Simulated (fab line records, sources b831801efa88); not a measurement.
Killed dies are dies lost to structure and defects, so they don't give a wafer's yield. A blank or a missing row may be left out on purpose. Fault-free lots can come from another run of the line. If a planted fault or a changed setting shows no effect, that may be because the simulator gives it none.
A single fault, viewed from 2 desks / flow sfq_line / each desk holds nothing but its own numbers, with what lay behind them at the end

== THE METROLOGY DESK ==
Means of the sampled wafers that have a number, per lot and without regard to the tool the lot ran on: this is what the gauges read. If a lot's mean is further than 4 standard deviations from the usual mean, the lot is out of limits and carries the mark OUT (the distance appears in the brackets).
Columns: A = M3_NB_RS at SFQ_M3_RS_MEAS_919, usual 0.892 ohm/sq
lot=L443; first seen here=day 36 22:11; A=0.894
lot=L444; first seen here=day 37 00:48; A=0.896
lot=L445; first seen here=day 37 03:13; A=0.894
lot=L446; first seen here=day 37 16:31; A=0.883
lot=L447; first seen here=day 39 10:23; A=0.908
lot=L449; first seen here=day 39 15:11; A=0.901
lot=L453; first seen here=day 41 08:41; A=0.875
lot=L454; first seen here=day 42 01:28; A=0.990 (+8.2) OUT
lot=L456; first seen here=day 42 09:50; A=1.071 (+15) OUT
lot=L458; first seen here=day 42 13:26; A=0.903
lot=L461; first seen here=day 42 19:29; A=0.903
lot=L463; first seen here=day 43 01:34; A=0.898
lot=L464; first seen here=day 43 02:52; A=0.882
lot=L466; first seen here=day 43 07:59; A=0.882
This desk's result: L454, L456 out of limits, first on L454 (M3_NB_RS at SFQ_M3_RS_MEAS_919), day 42 01:28. L443, L444, L445, L446, L447, L449, L453, L458, L461, L463, L464, L466: within limits.

== THE TOOL OWNER'S DESK: pvd_sputter-04 ==
The tool's own readings at SFQ_TRILAYER_M3_DEP_SPUTTER_073 (material Nb, target thk 200 nm, time 133.3 s): means of the sampled wafers that have a number, for each lot that ran on this tool. If a lot's mean is further than 4 standard deviations from the usual mean, the lot is out of limits and carries the mark OUT (the distance appears in the brackets).
Columns: A = throttle_valve_pct at SFQ_TRILAYER_M3_DEP_SPUTTER_073, usual 30.4 %
lot=L443; first seen here=day 36 22:05; A=30.0
lot=L445; first seen here=day 37 03:05; A=30.8
lot=L447; first seen here=day 39 10:16; A=30.8
lot=L449; first seen here=day 39 15:04; A=29.6
lot=L454; first seen here=day 42 01:20; A=29.6
lot=L456; first seen here=day 42 09:44; A=31.1
Result from this desk: across the 6 lots, nothing is out of limits.

== BROUGHT TOGETHER ==
Metrology desk: alarm possible at day 42 01:28 on L454, L456.
The tool owner's desk saw nothing out of limits.
Tool owner's desk: L454, L456 on record, inside its limits.
Of the lots named, all ran SFQ_TRILAYER_M3_DEP_SPUTTER_073 on pvd_sputter-04.

== WHAT THE SIMULATOR HAD INSERTED ==
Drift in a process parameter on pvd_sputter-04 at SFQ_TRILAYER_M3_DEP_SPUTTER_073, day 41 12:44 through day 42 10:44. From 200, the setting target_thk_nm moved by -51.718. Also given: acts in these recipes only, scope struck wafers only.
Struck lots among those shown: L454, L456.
Delay in hours, fault start to first out-of-limits reading, per desk: metrology desk 13.
